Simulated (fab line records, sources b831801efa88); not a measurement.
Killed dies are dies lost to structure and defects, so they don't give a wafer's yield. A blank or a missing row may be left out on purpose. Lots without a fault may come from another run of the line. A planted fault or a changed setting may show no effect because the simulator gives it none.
A struck lot beside a sound one | flow sky130 | 16 steps out of a route of 708
Sound: wafers L999.1, L999.3, L999.6. Struck: wafers L118.1, L118.4, L118.6. The cause comes at the end.
At each step with rows: each side's tool, then ch and its chambers, then its first start. Under that, the readings that differ: sound wafers | struck wafers | difference of the means | sigmas: that difference in standard deviations of wafers without a fault.
alike: readings whose means differ by less than 2 such deviations, and words and numbers that are the same on both sides. not compared: withheld readings, readings that some wafer has no value for, bounds like >300 that may hide the same value, and numbers for which the record gives no deviation and whose values overlap.
The two part at a step that has a row with sigmas, a row that says differs or no value, or rows on one side only. Numbers that don't overlap but have no deviation are shown without sigmas and don't part them. A reading that every wafer of one side lacks parts them only if that side has two wafers or more.

first, 7 steps without rows for these wafers: SKY_GATE_OXIDE_DEHYDRATE_03 (time 60 s); SKY_GATE_OXIDE_HMDS_04 (prime time 60 s); SKY_GATE_OXIDE_COAT_05 (resist thk 1140 nm); SKY_GATE_OXIDE_SOFTBAKE_06 (time 60 s); SKY_GATE_OXIDE_EXPOSE_07 (exposes mask LVOM, target cd 600 nm); SKY_GATE_OXIDE_PEB_08; SKY_GATE_OXIDE_DEVELOP_09 (develop time 60 s).
SKY_GATE_OXIDE_OVL_MEAS_10:
  sound on overlay-01, day 14 14:34; struck on overlay-01, day 21 16:43
  alike: GATE_OXIDE_OVL
then, 2 steps without rows for these wafers: SKY_GATE_OXIDE_IMPLANT_11; SKY_GATE_OXIDE_WET_ETCH_12 (etches SiO2 in dHF, target depth 16.8 nm, time 336 s).
SKY_GATE_OXIDE_STRIP_13: strips in O2/N2.
  sound on plasma_asher-03 ch 0,1, day 14 14:52; struck on plasma_asher-01 ch 0,1, day 21 17:01
  alike: drypump_motor_current_A, oes_product_au, strip_time_to_endpoint_s
  not compared: rf_hours_counter_h
SKY_GATE_OXIDE_TW_MEAS_14:
  sound on film_metro-01, day 14 14:58; struck on film_metro-01, day 21 17:07
  alike: GATE_OXIDE_TW
SKY_GATE_OXIDE_CLEAN_15: cleans in SC1/SC2, time 150 s.
  sound on wet_bench-01 ch 1, day 14 15:01; struck on wet_bench-04 ch 0, day 21 17:10
  no value came back on the struck wafers for bath_guard_temp_C (C), bath_heat_duty_pct (%); on the sound wafers bath_guard_temp_C (C) reads 69.6 69.6 69.7
  reading                                    | sound            | struck           | difference | sigmas
  model.SiO2_of_SONOS_ONO_CVD_04.thk_nm (nm) | 4.049 4.06 4.084 | 4.78 4.844 4.701 | +0.71      |
  not compared: model.SiO2_of_GATE_OXIDE_OXIDATION_01.thk_nm
SKY_GATE_OXIDE_OXIDATION_16: stabilise 600 s, purge 300 s, target thk 3.57 nm.
  sound on furnace-01 ch 0, day 14 16:01; struck on furnace-02 ch 0, day 21 17:19
  reading                   | sound          | struck         | difference | sigmas
  zone_power_bottom_pct (%) | 20.7 20.5 20.5 | 22.2 22.5 22.3 | +1.8       | +2
  zone_power_upper_pct (%)  | 12.4 12.7 12.9 | 14.3 14.1 14.0 | +1.5       | +2
  not compared: model.SiO2_of_GATE_OXIDE_OXIDATION_01.thk_nm
then, 1 step without rows for these wafers: SKY_POLY_GATE_CVD_00 (deposits poly-Si, target thk 180 nm, time 720 s).
-- the record jumps here: 29 days lie between the struck wafers' starts before and after (it left off in module POLY_GATE and takes up again in module PAD_OPEN, whose first step shown is number 708 of the route) --
SKY_PAD_OPEN_PROBE_99:
  sound on prober-01, day 46 03:03; struck on prober-02, day 50 13:44
  reading                                     | sound                | struck               | difference | sigmas
  model.etest.nfet_05v0_nvt.drive_ua_um       | 568.5 574 570.5      | 578.8 580.3 579.7    | +8.6       |
  model.etest.cap_thin_oxide.gate_log10_a_cm2 | -7.149 -7.241 -7.123 | -5.72 -5.838 -5.752  | +1.40      |
  model.etest.cap_thin_oxide.gate_bv_v (V)    | 7.084 7.095 6.851    | 5.806 5.903 5.769    | -1.184     |
  model.etest.cap_ono.gate_log10_a_cm2        | -7.809 -7.685 -7.831 | -8.584 -8.682 -8.549 | -0.830     |
  alike: killed_at_M0_to_M3, killed_at_M4_up, killed_at_contacts, killed_at_front_end, killed_at_other, killed_dies, killed_open, killed_short
  not compared: model.etest.sonos_erased.drive_ua_um, model.etest.sonos_uncharged.r_on_ohm_um, model.etest.nfet_g5v0d10v5.drive_ua_um, model.etest.nfet_16v.drive_ua_um

WHERE THEY PART
First at SKY_GATE_OXIDE_CLEAN_15; last, within this record, at SKY_GATE_OXIDE_OXIDATION_16. Later steps at which nothing parts them and some readings are alike: SKY_PAD_OPEN_PROBE_99.

WHY: what the simulator had put in
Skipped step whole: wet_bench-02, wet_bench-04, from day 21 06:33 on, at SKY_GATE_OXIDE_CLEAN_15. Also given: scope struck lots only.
